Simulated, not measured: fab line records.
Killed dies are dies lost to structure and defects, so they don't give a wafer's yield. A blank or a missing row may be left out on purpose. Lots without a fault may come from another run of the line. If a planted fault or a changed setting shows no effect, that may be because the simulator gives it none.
Matching of chambers :: flow sky130 :: SKY_CAPM_CVD_00 on pecvd-04: 3 sister chambers
The step deposits SiO2, target thk 15.5 nm. 3 wafers are shown with their chamber, then 7 later ones without.

WAFERS, EACH WITH ITS CHAMBER
wafer: L083.5
chamber: 2
heater_power_w (W): 782

wafer: L094.2
chamber: 1
heater_power_w (W): 798

wafer: L094.3
chamber: 0
heater_power_w (W): 674

WAFERS WHOSE CHAMBER IS MISSING
wafer: L094.4
heater_power_w (W): 675

wafer: L092.2
heater_power_w (W): 674

wafer: L092.4
heater_power_w (W): 783

wafer: L092.6
heater_power_w (W): 662

wafer: L097.2
heater_power_w (W): 765

wafer: L097.3
heater_power_w (W): 699

wafer: L097.5
heater_power_w (W): 771

THE CHAMBER EACH PASSED THROUGH
wafer: L094.4
from the rows above: 0
in truth: 0

wafer: L092.2
from the rows above: 0
in truth: 0

wafer: L092.4
from the rows above: can't be placed: 2 or 1
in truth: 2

wafer: L092.6
from the rows above: 0
in truth: 0

wafer: L097.2
from the rows above: can't be placed: 2 or 1
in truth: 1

wafer: L097.3
from the rows above: 0
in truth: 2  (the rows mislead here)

wafer: L097.5
from the rows above: can't be placed: 2 or 1
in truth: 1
Correctly placed: 3 of 7. Not placeable from these rows: 3 (in 3, the candidates include the true chamber). Number placed wrongly: 1.
How it was worked out, from the rows above alone: a wafer's distance from a chamber is the root of the sum, over the readings, of the square of ((its reading less the chamber's mean) divided by the reading's scatter). If the next closest chamber is less than 2 further off than the closest, the wafer can't be placed; otherwise it belongs to the closest. For every chamber, the mean is computed from those of its wafers that are shown. The scatter: root of mean squared gap, hidden wafer to nearest shown wafer, with one shown wafer a chamber.
